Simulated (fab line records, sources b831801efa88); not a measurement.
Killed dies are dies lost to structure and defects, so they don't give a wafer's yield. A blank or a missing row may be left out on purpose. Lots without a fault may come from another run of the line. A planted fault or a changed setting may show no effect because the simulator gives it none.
Which tool did it? | flow sky130 | 13 lots, 39 wafers sampled, at 5 steps of a route of 708

WHAT THE GAUGES READ, wafer by wafer
SKY_LDD_HVP_OVL_MEAS_07. Usual: LDD_HVP_OVL 0.5 nm, standard deviation 1.5.
lot  | measured     | on         | LDD_HVP_OVL (nm) | flag
L308 | day 22 15:23 | overlay-01 | 3.1 3.0 1.5      |
L309 | day 23 06:03 | overlay-01 | 0.6 -0.4 -1.1    |
L310 | day 23 11:35 | overlay-01 | -0.2 -0.5 0.6    |
L311 | day 23 17:20 | overlay-01 | 0.4 1.1 0.7      |
L314 | day 24 15:47 | overlay-02 | 0.5 0.9 1.0      |
L315 | day 25 06:08 | overlay-01 | -0.1 1.5 -1.3    |
L316 | day 25 17:23 | overlay-02 | - - -            | OFF
L317 | day 26 04:09 | overlay-01 | 2.7 1.6 3.3      |
L319 | day 27 21:48 | overlay-02 | 1.7 -0.4 1.1     |
L325 | day 28 21:05 | overlay-02 | 0.6 -0.2 0.0     |
L327 | day 30 03:48 | overlay-01 | -2.0 -1.0 -1.1   |
L326 | day 30 04:59 | overlay-02 | -0.4 -1.0 -0.2   |
L328 | day 30 05:32 | overlay-01 | -0.9 -2.5 -1.5   |

SKY_LDD_HVP_TW_MEAS_10. Usual: LDD_HVP_TW 454, standard deviation 4.
lot  | measured     | on            | LDD_HVP_TW  | flag
L308 | day 22 15:40 | film_metro-02 | 452 453 456 |
L309 | day 23 06:20 | film_metro-02 | 454 454 455 |
L310 | day 23 11:52 | film_metro-01 | 453 452 449 |
L311 | day 23 17:37 | film_metro-02 | 455 456 455 |
L314 | day 24 16:05 | film_metro-02 | 454 456 453 |
L315 | day 25 06:25 | film_metro-04 | 457 455 455 |
L316 | day 25 17:40 | film_metro-02 | 30 30 30    | OFF
L317 | day 26 04:26 | film_metro-01 | 446 448 446 |
L319 | day 27 22:05 | film_metro-01 | 450 450 450 |
L325 | day 28 21:22 | film_metro-01 | 452 449 447 |
L327 | day 30 04:05 | film_metro-04 | 459 455 455 |
L326 | day 30 05:16 | film_metro-01 | 453 451 452 |
L328 | day 30 05:49 | film_metro-04 | 454 456 454 |

SKY_POLY_CUT_OVL_MEAS_09. Usual: POLY_CUT_OVL 0 nm, standard deviation 4.9.
lot  | measured     | on         | POLY_CUT_OVL (nm) | flag
L308 | day 25 07:42 | overlay-02 | 2 -8 1            |
L309 | day 25 18:13 | overlay-02 | 3 4 -8            |
L310 | day 25 23:15 | overlay-01 | -2 -2 -5          |
L311 | day 26 06:58 | overlay-02 | -4 -8 -9          |
L314 | day 27 04:41 | overlay-01 | 4 -4 1            |
L315 | day 27 20:04 | overlay-02 | 4 -7 -1           |
L316 | day 28 05:33 | overlay-01 | -10 -2 -4         |
L317 | day 28 14:49 | overlay-01 | -7 2 1            |
L319 | day 30 08:28 | overlay-02 | -3 -3 4           |
L325 | day 31 07:03 | overlay-02 | -2 -8 1           |
L327 | day 32 12:28 | overlay-01 | -9 2 -5           |
L326 | day 32 14:28 | overlay-01 | 1 1 2             |
L328 | day 32 15:25 | overlay-01 | -6 6 1            |

SKY_LOCAL_INTERCONNECT_CD_MEAS_11: target cd 170 nm. Usual: cd_nm 169.9 nm, standard deviation 1.5.
lot  | measured     | on        | cd_nm (nm)        | flag
L308 | day 31 08:57 | cd_sem-02 | 170.7 169.0 170.5 |
L309 | day 31 20:42 | cd_sem-02 | 169.2 168.6 169.7 |
L310 | day 31 23:23 | cd_sem-02 | 172.9 170.9 169.7 |
L311 | day 32 06:36 | cd_sem-01 | 170.1 170.0 170.3 |
L314 | day 33 05:49 | cd_sem-01 | 169.4 169.5 170.7 |
L315 | day 33 18:38 | cd_sem-01 | 168.2 168.3 169.6 |
L316 | day 34 04:44 | cd_sem-02 | 172.1 172.4 171.9 |
L317 | day 34 09:53 | cd_sem-02 | 168.9 168.5 167.5 |
L319 | day 36 03:50 | cd_sem-02 | 172.2 172.0 170.2 |
L325 | day 37 01:50 | cd_sem-02 | 171.7 170.8 170.6 |
L327 | day 38 05:20 | cd_sem-01 | 169.2 169.3 168.7 |
L326 | day 38 06:29 | cd_sem-02 | 168.7 168.3 168.1 |
L328 | day 38 07:26 | cd_sem-02 | 171.5 171.0 171.4 |

WHICH TOOL RAN EACH LOT (tool, then ch and the chambers of the sampled wafers, then the start)
lot  | SKY_LDD_HVP_EXPOSE_04
L308 | iline_stepper-01 ch 0, day 21 23:54
L309 | iline_stepper-01 ch 0, day 22 14:34
L310 | iline_stepper-02 ch 0, day 22 20:53
L311 | iline_stepper-02 ch 0, day 23 03:00
L314 | iline_stepper-02 ch 0, day 24 01:58
L315 | iline_stepper-02 ch 0, day 24 15:11
L316 | iline_stepper-02 ch 0, day 25 03:59
L317 | iline_stepper-02 ch 0, day 25 13:12
L319 | iline_stepper-02 ch 0, day 27 08:00
L325 | iline_stepper-01 ch 0, day 28 06:05
L327 | iline_stepper-01 ch 0, day 29 13:20
L326 | iline_stepper-01 ch 0, day 29 14:35
L328 | iline_stepper-02 ch 0, day 29 14:50
- SKY_LDD_HVP_EXPOSE_04: exposes mask HVPTM, target cd 700 nm.

WHAT THE TOOLS THEMSELVES READ (means of the sampled wafers that have a number; where no wafer has one, the mark that the record gives instead)
The record holds no such reading with a usual standard deviation.

THE ANSWER, worked out from the rows above alone
Rule: a lot is off if the mean of its wafers that have a number lies more than 3 standard deviations from the usual mean. A lot without any number at a reading at which 4 lots or more have one is off too. The other lots that the step has rows for count as sound. The gauges are gone through in route order, then the tools' own readings, and for those a lot's mean is taken as printed above. The first step at which some lot is off is used, and at that step the reading that is off furthest; a lot without a number counts as furthest.
Off: L316, at SKY_LDD_HVP_OVL_MEAS_07 (LDD_HVP_OVL). Without a number there: L316.
A tool fits if, at a process step before that reading, it ran every lot that is off, and no sound lot after the first of them. The gauges at SKY_LDD_HVP_OVL_MEAS_07 aren't tried: what is off there is off at SKY_LDD_HVP_TW_MEAS_10 too, on other tools, and a gauge's error can't cause that. None of those tried fits.

WHAT THE SIMULATOR HAD PUT IN
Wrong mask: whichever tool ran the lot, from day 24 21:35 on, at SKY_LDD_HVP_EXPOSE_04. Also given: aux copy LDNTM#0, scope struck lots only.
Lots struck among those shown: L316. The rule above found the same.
